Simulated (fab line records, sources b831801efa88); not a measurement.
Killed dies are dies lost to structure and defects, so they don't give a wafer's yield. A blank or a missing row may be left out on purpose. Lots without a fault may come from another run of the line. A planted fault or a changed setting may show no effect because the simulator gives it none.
A struck lot beside a sound one | flow sky130 | 18 steps out of a route of 708
Sound: wafers L746.1, L746.4, L746.5. Struck: wafers L757.1, L757.5, L757.6. The cause comes at the end.
At each step with rows: each side's tool, then ch and its chambers, then its first start. Under that, the readings that differ: sound wafers | struck wafers | difference of the means | sigmas: that difference in standard deviations of wafers without a fault.
alike: readings whose means differ by less than 2 such deviations, and words and numbers that are the same on both sides. not compared: withheld readings, readings that some wafer has no value for, bounds like >300 that may hide the same value, and numbers for which the record gives no deviation and whose values overlap.
The two part at a step that has a row with sigmas, a row that says differs or no value, or rows on one side only. Numbers that don't overlap but have no deviation are shown without sigmas and don't part them. A reading that every wafer of one side lacks parts them only if that side has two wafers or more.

first, 4 steps without rows for these wafers: SKY_VT_ADJUST_LVTN_SOFTBAKE_14 (time 60 s); SKY_VT_ADJUST_LVTN_EXPOSE_15 (exposes mask HVN STD DERIVED, target cd 600 nm); SKY_VT_ADJUST_LVTN_PEB_16; SKY_VT_ADJUST_LVTN_DEVELOP_17 (develop time 60 s).
SKY_VT_ADJUST_LVTN_OVL_MEAS_18:
  sound on overlay-02, day 7 16:41; struck on overlay-02, day 10 16:56
  alike: VT_ADJUST_LVTN_01_OVL
then, 1 step without rows for these wafers: SKY_VT_ADJUST_LVTN_IMPLANT_19.
SKY_VT_ADJUST_LVTN_STRIP_20: strips in O2/N2.
  sound on plasma_asher-03 ch 0, day 7 16:52; struck on plasma_asher-04 ch 0,1, day 10 17:07
  alike: drypump_motor_current_A, oes_product_au, strip_time_to_endpoint_s
  not compared: rf_hours_counter_h
SKY_VT_ADJUST_LVTN_TW_MEAS_21:
  sound on film_metro-01, day 7 16:58; struck on film_metro-02, day 10 17:13
  alike: VT_ADJUST_LVTN_2_TW
then, 4 steps without rows for these wafers: SKY_VT_ADJUST_NCORE_DEHYDRATE_00 (time 60 s); SKY_VT_ADJUST_NCORE_HMDS_01 (prime time 60 s); SKY_VT_ADJUST_NCORE_COAT_02 (resist thk 1140 nm); SKY_VT_ADJUST_NCORE_SOFTBAKE_03 (time 60 s).
SKY_VT_ADJUST_NCORE_EXPOSE_04: exposes mask LVTN COMPLEMENT THIN, target cd 380 nm.
  sound on iline_stepper-01 ch 0, day 8 02:57; struck on iline_stepper-01 ch 0, day 11 04:47
  reading                                 | sound                   | struck            | difference | sigmas
  model.VT_ADJUST_NCORE.overlay_x_nm (nm) | -0.4072 -0.4072 -0.4072 | 130.4 130.4 130.4 | +130.8     |
  alike: mask, reticle_temp_C
then, 2 steps without rows for these wafers: SKY_VT_ADJUST_NCORE_PEB_05; SKY_VT_ADJUST_NCORE_DEVELOP_06 (develop time 60 s).
SKY_VT_ADJUST_NCORE_CD_MEAS_07: target cd 380 nm.
  sound on cd_sem-02, day 8 13:02; struck on cd_sem-02, day 11 17:06
  alike: cd_nm
SKY_VT_ADJUST_NCORE_OVL_MEAS_08:
  sound on overlay-02, day 8 13:10; struck on overlay-02, day 11 17:25
  reading                  | sound          | struck            | difference | sigmas
  VT_ADJUST_NCORE_OVL (nm) | -1.8 -2.0 -2.7 | 131.8 130.1 129.9 | +132.8     | +99 or more
  not compared: hold
SKY_PAD_OPEN_PROBE_99:
  the record has rows for the sound wafers here (prober-01, day 45 18:46) and none for the struck ones

WHERE THEY PART
First at SKY_VT_ADJUST_NCORE_OVL_MEAS_08; last, within this record, at SKY_PAD_OPEN_PROBE_99.

WHY: what the simulator had put in
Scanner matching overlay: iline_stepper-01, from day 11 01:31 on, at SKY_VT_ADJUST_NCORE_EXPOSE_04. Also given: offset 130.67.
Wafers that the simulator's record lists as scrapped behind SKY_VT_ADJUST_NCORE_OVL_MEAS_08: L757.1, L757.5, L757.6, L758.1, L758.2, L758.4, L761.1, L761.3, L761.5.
